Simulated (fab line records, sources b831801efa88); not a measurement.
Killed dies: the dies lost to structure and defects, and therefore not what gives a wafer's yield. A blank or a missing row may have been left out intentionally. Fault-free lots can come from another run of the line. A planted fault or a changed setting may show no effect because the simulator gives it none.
Which tool is to blame? + flow gf180mcu + 21 wafers from 7 lots sampled at 2 of the route's 602 steps

WHAT EACH GAUGE READ, for each wafer
GF_LVPWELL_TW_MEAS_11.
| lot  | measured    | on            | LVPWELL_TW  |
|------|-------------|---------------|-------------|
| L353 | day 4 08:35 | film_metro-03 | 568 568 565 |
| L357 | day 5 05:44 | film_metro-04 | 561 562 563 |
| L365 | day 7 06:41 | film_metro-01 | 620 615 618 |
| L366 | day 7 16:19 | film_metro-03 | 622 623 622 |
| L369 | day 8 01:41 | film_metro-04 | 563 563 560 |
| L373 | day 9 03:01 | film_metro-03 | 569 568 564 |
| L374 | day 9 12:47 | film_metro-04 | 564 567 565 |

TOOL THAT RAN EACH LOT (tool first, then ch and the chambers of the sampled wafers, then the start)
| lot  | GF_LVPWELL_IMPLANT_08          |
|------|--------------------------------|
| L353 | implanter-03 ch 0, day 4 08:11 |
| L357 | implanter-03 ch 0, day 5 05:20 |
| L365 | implanter-03 ch 0, day 7 06:17 |
| L366 | implanter-03 ch 0, day 7 15:55 |
| L369 | implanter-04 ch 0, day 8 01:19 |
| L373 | implanter-02 ch 0, day 9 02:38 |
| L374 | implanter-02 ch 0, day 9 12:25 |
- GF_LVPWELL_IMPLANT_08

THE ANSWER, worked out from the rows above alone
Rule: the lots themselves supply what counts as usual. Put in order of their means at a reading, lots are off if they are a third of the lots or fewer, leave a main group of 4 or more, and stand apart from it by a gap of 3 or more times the standard deviation of the main group's means; of several such gaps the widest counts. A main group is skipped when, at the precision printed for the reading in the tables above, its means are all equal. A lot without any number at a reading at which 4 lots or more have one is off too. Where the step has rows for the other lots, those lots are counted as sound.
Off: L365, L366, at GF_LVPWELL_TW_MEAS_11 (LVPWELL_TW). For the main group the mean is 565 and the standard deviation 2.3.
If a tool, at a process step before that reading, ran all the lots that are off and no sound lot after the first of them, it fits. The gauges at GF_LVPWELL_TW_MEAS_11 are tried like those tools. One candidate fits, namely implanter-03 at GF_LVPWELL_IMPLANT_08. Its last sound lot is L357 (day 5 05:20), its first lot that is off L365 (day 7 06:17): a fault that began between those two fits.

WHAT THE SIMULATOR HAD INSERTED
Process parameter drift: implanter-03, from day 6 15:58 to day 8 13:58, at GF_LVPWELL_IMPLANT_08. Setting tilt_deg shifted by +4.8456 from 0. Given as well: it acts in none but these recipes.
Lots struck among those shown: L365, L366. Same finding as the rule above.
